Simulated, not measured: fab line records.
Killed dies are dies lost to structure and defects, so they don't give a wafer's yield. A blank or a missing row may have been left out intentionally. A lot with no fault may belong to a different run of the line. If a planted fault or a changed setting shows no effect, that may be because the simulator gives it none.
Problem report in the 8D (eight disciplines) form, filled by code :: flow gf180mcu :: the parts of the form that need people (team, actions taken, sign-off) are left out

== 1. THE ISSUE ==
Wafers without a fault read 139.9 s, standard deviation 0.59; run_length_s at GF_PASSIVATION_CVD_00 reads a mean of 136.8 s on 6 wafers belonging to 2 lots. Measured from the usual mean, that is -5.2 standard deviations.
The step: deposits SiO2 from TEOS, target thk 1000 nm, time 111.95 s.
Seen first at day 31 20:35 on pecvd-03, wafer L915.1. Wafers with a number at this step in the record: 36, from 12 lots. Rule for "out" (also "out of limits"): further than 4 standard deviations from the usual mean. The other wafers with a number count as sound.

== 2. WHAT IT IS, WHAT IT ISN'T ==
question: which readings at this step
is: run_length_s
is not: heater_power_w

question: which lots
is: L915, L916
is not: L903, L905, L906, L908, L910, L912, L914, L922, L923, L925

question: which wafers of those lots
is: all that have a number
is not: -

question: read on which tools
is: pecvd-03
is not: pecvd-01, pecvd-02

question: when
is: from day 31 20:35
is not: up to then (21 sound wafers); but 9 sound wafers of L922, L923, L925 came after

== 3. WHAT RULES OUT EACH SUSPECT ==
Counting: a tool stays on the suspect list if, at a process step up to the reading, it processed all lots that are out and no sound lot following the first of them.
- pecvd-03 at GF_PASSIVATION_CVD_00 (deposits SiO2 from TEOS, target thk 1000 nm, time 111.95 s): kept. It processed each lot that is out, first L915 at day 31 20:35, and no sound lot thereafter; up to then, the last sound lot it processed was L912 at day 31 00:44. Its own run_length_s readings are out on those wafers.
After counting, what remains is pecvd-03 at GF_PASSIVATION_CVD_00.

== 4. THE CAUSE (what the simulator had put in) ==
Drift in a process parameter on pecvd-03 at GF_PASSIVATION_CVD_00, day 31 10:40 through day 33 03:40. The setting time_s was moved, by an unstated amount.
This tool alone remained once counting was done.

== 5. THE CHAIN OF EFFECTS, in route order ==
Each row: a reading whose mean over the struck wafers that have a number lies more than 3 standard deviations from the usual. Only readings whose record carries a usual standard deviation are examined. hours: median over the lots of the time between each lot's start at the first step of this table that gives one and its start at this step. sigmas: the change, counted in usual standard deviations.
hours: 0
step: GF_PASSIVATION_CVD_00
reading: run_length_s
usual: 139.9 s
on struck wafers: 136.8
change: -3.1
sigmas: -5.2
Process steps it contains:
- GF_PASSIVATION_CVD_00: deposits SiO2 from TEOS, target thk 1000 nm, time 111.95 s.
Later steps that measure or inspect, where all struck wafers having a row at the step show a number for every such reading and not one has moved that far: GF_PASSIVATION_THK_MEAS_01.

== 6. WHAT WOULD HAVE CAUGHT IT SOONER ==
10 hours passed between the start of the fault at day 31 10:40 and the first reading out of limits in this record, taken at day 31 20:35.
